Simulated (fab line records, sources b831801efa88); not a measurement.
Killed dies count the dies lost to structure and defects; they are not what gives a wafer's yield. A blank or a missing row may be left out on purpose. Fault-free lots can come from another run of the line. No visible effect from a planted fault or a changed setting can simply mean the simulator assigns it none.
Which tool is to blame?	flow gf180mcu	72 wafers from 24 lots sampled at 4 of the route's 602 steps

WHAT THE GAUGES READ, wafer by wafer
GF_V1_BOW_MEAS_05.
lot	measured	on	V1_BOW (um)
L074	day 17 12:15	film_metro-01	81 93 101
L075	day 17 13:16	film_metro-01	90 83 81
L076	day 18 04:44	film_metro-01	87 86 81
L077	day 18 15:13	film_metro-01	73 73 89
L078	day 18 21:15	film_metro-04	88 90 98
L079	day 18 23:13	film_metro-01	85 81 93
L080	day 19 08:41	film_metro-03	89 68 86
L081	day 19 21:22	film_metro-04	86 83 75
L082	day 20 05:46	film_metro-04	78 88 87
L083	day 20 12:15	film_metro-04	79 92 70
L084	day 20 19:32	film_metro-01	85 82 76
L085	day 21 09:43	film_metro-01	78 89 77
L086	day 21 13:57	film_metro-04	74 67 65
L087	day 22 04:43	film_metro-04	94 65 73
L088	day 22 12:17	film_metro-01	100 89 95
L089	day 22 14:16	film_metro-03	99 80 100
L090	day 23 01:22	film_metro-03	89 75 89
L091	day 23 10:13	film_metro-04	77 74 72
L092	day 23 20:22	film_metro-01	60 85 75
L093	day 23 22:37	film_metro-01	77 70 82
L094	day 24 07:10	film_metro-03	92 86 95
L095	day 24 18:08	film_metro-04	81 91 92
L096	day 24 21:06	film_metro-04	97 78 90
L097	day 25 04:41	film_metro-04	89 93 97

GF_V4_OVL_MEAS_15.
lot	measured	on	V4_OVL (nm)
L074	day 24 17:42	overlay-02	9 3 4
L075	day 24 19:06	overlay-01	-8 0 -1
L076	day 25 06:43	overlay-02	1 2 -2
L077	day 25 17:43	overlay-01	-5 -1 -2
L078	day 25 22:35	overlay-01	-9 -2 -11
L079	day 25 23:17	overlay-01	-13 -11 -9
L080	day 26 13:35	overlay-01	0 -2 3
L081	day 26 18:59	overlay-02	-4 -4 0
L082	day 27 01:55	overlay-01	-4 0 0
L083	day 27 08:27	overlay-01	-3 -10 -12
L084	day 27 16:56	overlay-02	9 2 4
L085	day 28 03:00	overlay-01	5 0 0
L086	day 28 06:58	overlay-01	-2 1 -6
L087	day 28 20:13	overlay-01	-7 -7 -7
L088	day 29 00:16	overlay-02	-6 -2 -1
L089	day 29 03:04	overlay-02	1 -1 1
L090	day 29 12:47	overlay-01	2 3 4
L091	day 29 19:04	overlay-01	-7 -6 0
L092	day 30 05:12	overlay-01	-3 -4 -5
L093	day 30 07:26	overlay-01	-1 4 3
L094	day 30 13:44	overlay-01	-20 -11 -13
L095	day 30 23:04	overlay-02	-6 -2 -2
L096	day 31 01:53	overlay-01	5 4 -1
L097	day 31 08:04	overlay-02	-1 -5 -3

GF_V4_THK_MEAS_25: measures by xrf.
lot	measured	on	V4_W_THK (nm)
L074	day 24 18:44	film_metro-02	352 350 352
L075	day 24 20:10	film_metro-03	365 369 365
L076	day 25 07:46	film_metro-02	360 360 356
L077	day 25 18:46	film_metro-02	356 359 358
L078	day 25 23:38	film_metro-02	361 361 361
L079	day 26 00:26	film_metro-03	370 370 364
L080	day 26 14:38	film_metro-04	355 365 356
L081	day 26 20:02	film_metro-03	361 364 360
L082	day 27 02:56	film_metro-03	362 362 362
L083	day 27 09:37	film_metro-02	355 361 351
L084	day 27 18:23	film_metro-02	357 362 357
L085	day 28 04:04	film_metro-03	371 372 367
L086	day 28 08:01	film_metro-03	372 371 371
L087	day 28 21:16	film_metro-04	355 360 352
L088	day 29 01:20	film_metro-03	371 369 370
L089	day 29 04:07	film_metro-04	357 349 350
L090	day 29 13:52	film_metro-03	363 371 366
L091	day 29 20:07	film_metro-03	360 364 359
L092	day 30 06:16	film_metro-03	353 353 355
L093	day 30 08:29	film_metro-02	352 355 354
L094	day 30 14:49	film_metro-02	351 355 350
L095	day 31 00:07	film_metro-03	362 358 358
L096	day 31 02:55	film_metro-03	365 359 360
L097	day 31 09:06	film_metro-04	361 358 360

TOOL THAT RAN EACH LOT (tool first, then ch and the chambers of the sampled wafers, then the start)
lot	GF_V1_CVD_23
L074	cvd_w-02 ch 0, day 18 12:48
L075	cvd_w-02 ch 0, day 18 13:39
L076	cvd_w-02 ch 0,1, day 19 05:23
L077	cvd_w-01 ch 0,1, day 19 16:34
L078	cvd_w-01 ch 0,1, day 19 22:53
L079	cvd_w-01 ch 0,1, day 20 00:48
L080	cvd_w-01 ch 0,1, day 20 10:08
L081	cvd_w-02 ch 0,1, day 20 22:23
L082	cvd_w-01 ch 0,1, day 21 07:17
L083	cvd_w-02 ch 0,1, day 21 13:10
L084	cvd_w-02 ch 0,1, day 21 20:17
L085	cvd_w-02 ch 1, day 22 10:09
L086	cvd_w-02 ch 0,1, day 22 13:59
L087	cvd_w-02 ch 0,1, day 23 04:10
L088	cvd_w-02 ch 0,1, day 23 11:44
L089	cvd_w-02 ch 0,1, day 23 13:56
L090	cvd_w-01 ch 0,1, day 24 00:07
L091	cvd_w-01 ch 0,1, day 24 09:35
L092	cvd_w-01 ch 0,1, day 24 19:28
L093	cvd_w-01 ch 0,1, day 24 21:03
L094	cvd_w-02 ch 0, day 25 05:56
L095	cvd_w-02 ch 0,1, day 25 16:47
L096	cvd_w-02 ch 0,1, day 25 18:51
L097	cvd_w-01 ch 0,1, day 26 02:17
- GF_V1_CVD_23: deposits W, target thk 350 nm, time 105.05 s.

WHAT THE TOOLS THEMSELVES READ (means of the sampled wafers that have a number; where no wafer has one, the mark that the record gives instead)
GF_V1_CVD_23.
lot	tool	heater_power_w (W)
L074	cvd_w-02	788
L075	cvd_w-02	792
L076	cvd_w-02	802
L077	cvd_w-01	809
L078	cvd_w-01	814
L079	cvd_w-01	822
L080	cvd_w-01	818
L081	cvd_w-02	788
L082	cvd_w-01	817
L083	cvd_w-02	797
L084	cvd_w-02	786
L085	cvd_w-02	806
L086	cvd_w-02	795
L087	cvd_w-02	801
L088	cvd_w-02	788
L089	cvd_w-02	808
L090	cvd_w-01	850
L091	cvd_w-01	812
L092	cvd_w-01	827
L093	cvd_w-01	833
L094	cvd_w-02	798
L095	cvd_w-02	793
L096	cvd_w-02	800
L097	cvd_w-01	825

THE ANSWER, worked out from the rows above alone
Rule: what is usual is taken from the lots themselves. Put in order of their means at a reading, lots are off if they are a third of the lots or fewer, leave a main group of 4 or more, and stand apart from it by a gap of 3 or more times the standard deviation of the main group's means; of several such gaps the widest counts. Not used: any main group whose means are identical at the precision the tables above print for the reading. A lot without any number at a reading at which 4 lots or more have one is off too. All remaining lots with rows at the step are treated as sound. The gauges are gone through in route order, then the tools' own readings, and for those a lot's mean is taken as printed above. At the first step where some lot is off, the reading lying furthest off is the one used; lots without a number count as furthest.
Across all readings shown, no lot is off: no conclusion can be drawn from this.

WHAT WAS PUT IN BY THE SIMULATOR
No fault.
